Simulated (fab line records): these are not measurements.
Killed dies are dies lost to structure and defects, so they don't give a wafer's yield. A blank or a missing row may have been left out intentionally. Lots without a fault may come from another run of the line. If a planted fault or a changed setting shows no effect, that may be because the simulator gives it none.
Which tool is to blame? :: flow gf180mcu :: Sampling: 12 lots, 35 wafers, 2 of 602 route steps

WHAT EACH GAUGE READ, for each wafer
GF_V1_THK_MEAS_03. Usual: V1_CVD_02_THK typically reads 849 nm, with standard deviation 13.
lot: L233
measured: day 16 22:35
on: film-metro-02
V1_CVD_02_THK (nm): 838 857 861
flag: 

lot: L235
measured: day 17 19:59
on: film-metro-02
V1_CVD_02_THK (nm): 863 870 879
flag: 

lot: L236
measured: day 18 09:22
on: film-metro-02
V1_CVD_02_THK (nm): 846 847 853
flag: 

lot: L237
measured: day 18 14:05
on: film-metro-03
V1_CVD_02_THK (nm): 852 832 857
flag: 

lot: L239
measured: day 19 10:41
on: film-metro-04
V1_CVD_02_THK (nm): 835 847 849
flag: 

lot: L246
measured: day 22 14:52
on: film-metro-02
V1_CVD_02_THK (nm): 674 650
flag: OFF

lot: L248
measured: day 22 20:56
on: film-metro-03
V1_CVD_02_THK (nm): 832 841 843
flag: 

lot: L249
measured: day 23 02:47
on: film-metro-02
V1_CVD_02_THK (nm): 831 855 850
flag: 

lot: L250
measured: day 23 09:20
on: film-metro-04
V1_CVD_02_THK (nm): 840 858 849
flag: 

lot: L252
measured: day 24 01:23
on: film-metro-02
V1_CVD_02_THK (nm): 838 876 845
flag: 

lot: L255
measured: day 25 03:05
on: film-metro-03
V1_CVD_02_THK (nm): 856 859 875
flag: 

lot: L256
measured: day 25 07:16
on: film-metro-02
V1_CVD_02_THK (nm): 864 853 879
flag: 

WHICH TOOL RAN EACH LOT (tool, then ch and the chambers of the sampled wafers, then the start)
lot: L233
GF_V1_CVD_02: pecvd-03 ch 0,1,2, day 16 22:30

lot: L235
GF_V1_CVD_02: pecvd-04 ch 0,1,2, day 17 19:55

lot: L236
GF_V1_CVD_02: pecvd-04 ch 0,1,2, day 18 09:18

lot: L237
GF_V1_CVD_02: pecvd-02 ch 0,1,2, day 18 14:00

lot: L239
GF_V1_CVD_02: pecvd-04 ch 0,2, day 19 10:36

lot: L246
GF_V1_CVD_02: pecvd-03 ch 1,2, day 22 14:47

lot: L248
GF_V1_CVD_02: pecvd-04 ch 0,1, day 22 20:52

lot: L249
GF_V1_CVD_02: pecvd-04 ch 0,1,2, day 23 02:43

lot: L250
GF_V1_CVD_02: pecvd-04 ch 0,1,2, day 23 09:15

lot: L252
GF_V1_CVD_02: pecvd-02 ch 0,1,2, day 24 01:19

lot: L255
GF_V1_CVD_02: pecvd-03 ch 0,1, day 25 03:01

lot: L256
GF_V1_CVD_02: pecvd-02 ch 1,2, day 25 07:10
- GF_V1_CVD_02: deposits SiO2 from TEOS, target thk 850 nm, time 94.851 s.

WHAT THE TOOLS THEMSELVES READ (means of the sampled wafers that have a number; where no wafer has one, the mark that the record gives instead)
GF_V1_CVD_02. Usual: heater-power-w 627 W, standard deviation 95; rf-fwd-power-W 596.4 W, standard deviation 2.2; run-length-s 122.9 s, standard deviation 0.55.
lot: L233
tool: pecvd-03
heater-power-w (W): 621
rf-fwd-power-W (W): 597.4
run-length-s (s): 123.0
flag: 

lot: L235
tool: pecvd-04
heater-power-w (W): 642
rf-fwd-power-W (W): 594.5
run-length-s (s): 122.8
flag: 

lot: L236
tool: pecvd-04
heater-power-w (W): 636
rf-fwd-power-W (W): 597.1
run-length-s (s): 122.9
flag: 

lot: L237
tool: pecvd-02
heater-power-w (W): 633
rf-fwd-power-W (W): 594.2
run-length-s (s): 123.1
flag: 

lot: L239
tool: pecvd-04
heater-power-w (W): 531
rf-fwd-power-W (W): 595.2
run-length-s (s): 122.5
flag: 

lot: L246
tool: pecvd-03
heater-power-w (W): 666
rf-fwd-power-W (W): -
run-length-s (s): 102.2
flag: OFF

lot: L248
tool: pecvd-04
heater-power-w (W): 734
rf-fwd-power-W (W): 594.7
run-length-s (s): 123.2
flag: 

lot: L249
tool: pecvd-04
heater-power-w (W): 594
rf-fwd-power-W (W): 595.8
run-length-s (s): 122.6
flag: 

lot: L250
tool: pecvd-04
heater-power-w (W): 664
rf-fwd-power-W (W): 596.2
run-length-s (s): 122.8
flag: 

lot: L252
tool: pecvd-02
heater-power-w (W): 639
rf-fwd-power-W (W): 596.1
run-length-s (s): 122.7
flag: 

lot: L255
tool: pecvd-03
heater-power-w (W): 626
rf-fwd-power-W (W): 598.8
run-length-s (s): 123.1
flag: 

lot: L256
tool: pecvd-02
heater-power-w (W): 561
rf-fwd-power-W (W): 595.6
run-length-s (s): 122.6
flag: 

THE ANSWER, worked out from the rows above alone
Rule: lot off if the mean of its wafers having a number is beyond 3 standard deviations from the usual mean. Also off: a lot with no number at a reading for which 4 or more lots have one. All remaining lots with rows at the step are treated as sound. Order of review: gauges by route order, followed by the tools' own readings, for which a lot's mean as printed above is used. The first step at which some lot is off is used, and at that step the reading that is off furthest; a lot without a number counts as furthest.
Off: L246, seen at GF_V1_THK_MEAS_03 (V1_CVD_02_THK).
A tool fits if, at a process step before that reading, it ran every lot that is off, and no sound lot after the first of them. Not tried: the gauges at GF_V1_THK_MEAS_03; whatever is off there is also off at GF_V1_CVD_02, on other tools, and gauge error can't account for it. Not one of the candidates tried fits.

WHAT THE SIMULATOR HAD INSERTED
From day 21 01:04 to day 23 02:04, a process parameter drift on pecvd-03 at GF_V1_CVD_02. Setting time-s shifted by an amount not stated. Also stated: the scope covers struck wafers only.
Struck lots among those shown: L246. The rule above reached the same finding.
